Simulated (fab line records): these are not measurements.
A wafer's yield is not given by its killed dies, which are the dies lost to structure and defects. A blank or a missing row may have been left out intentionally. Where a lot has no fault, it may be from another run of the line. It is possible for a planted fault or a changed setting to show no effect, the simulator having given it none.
A single fault, viewed from 2 desks -- flow sky130 -- only its own numbers are on each desk; what lay behind them is given at the end

AT THE METROLOGY DESK
Means of the sampled wafers that have a number, per lot and without regard to the tool the lot ran on: this is what the gauges read. If a lot's mean is further than 4 standard deviations from the usual mean, the lot is out of limits and carries the mark OUT (the distance appears in the brackets).
Columns: A = FIELD_ISO_OXIDATION_01_THK at SKY_FIELD_ISO_THK_MEAS_23, usual 10.06 nm; B = PWDE_OVL at SKY_PWDE_OVL_MEAS_07, usual 0.6 nm
lot,first seen here,A,B
L249,day 2 22:11,10.17,1.8
L247,day 2 23:21,10.06,-0.1
L252,day 3 13:43,10.03,2.5
L253,day 3 14:48,10.34,1.2
L254,day 3 23:06,9.75,2.1
L255,day 4 04:34,10.01,0.2
L257,day 4 11:00,9.89,0.2
L256,day 4 11:41,10.01,0.6
L258,day 4 18:55,9.90,-0.3
L259,day 4 21:55,9.98,0.4
L260,day 5 02:17,10.09,2.5
L261,day 5 08:47,10.11,1.5
L262,day 5 13:11,10.18,0.6
L267,day 6 17:28,10.06,-0.2
This desk found nothing out of limits on any of the 14 lots.

TOOL OWNER'S DESK, wet-bench-04
The tool's own readings at SKY_FIELD_ISO_WET_ETCH_30 (etches SiO2 in dHF, target depth 25 nm, time 50 s): means of the sampled wafers that have a number, for each lot that ran on this tool. If a lot's mean is further than 4 standard deviations from the usual mean, the lot is out of limits and carries the mark OUT (the distance appears in the brackets).
Columns: A = run-length-s at SKY_FIELD_ISO_WET_ETCH_30, usual 78 s
lot,first seen here,A
L253,day 3 17:44,75
L255,day 4 07:08,76
L259,day 5 00:25,77
L261,day 5 11:18,76
L262,day 5 16:05,119 (+13) OUT
L267,day 6 20:36,128 (+16) OUT
Finding of this desk: L262, L267 out of limits; the first was L262 at day 5 16:05, on run-length-s at SKY_FIELD_ISO_WET_ETCH_30. In limits: L253, L255, L259, L261.

PUT TOGETHER
An alarm could have come from the tool owner's desk at day 5 16:05, on L262, L267.
The metrology desk saw nothing out of limits.
The metrology desk holds a record of L262, L267, inside its limits.
SKY_FIELD_ISO_WET_ETCH_30 was run on wet-bench-04 by each of the lots named.

WHAT THE SIMULATOR PUT IN
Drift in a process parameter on wet-bench-04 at SKY_FIELD_ISO_WET_ETCH_30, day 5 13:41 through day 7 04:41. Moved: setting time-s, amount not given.
Shown lots that were struck: L262, L267.
Delay in hours, fault start to first out-of-limits reading, by desk: the tool owner's desk at 2.
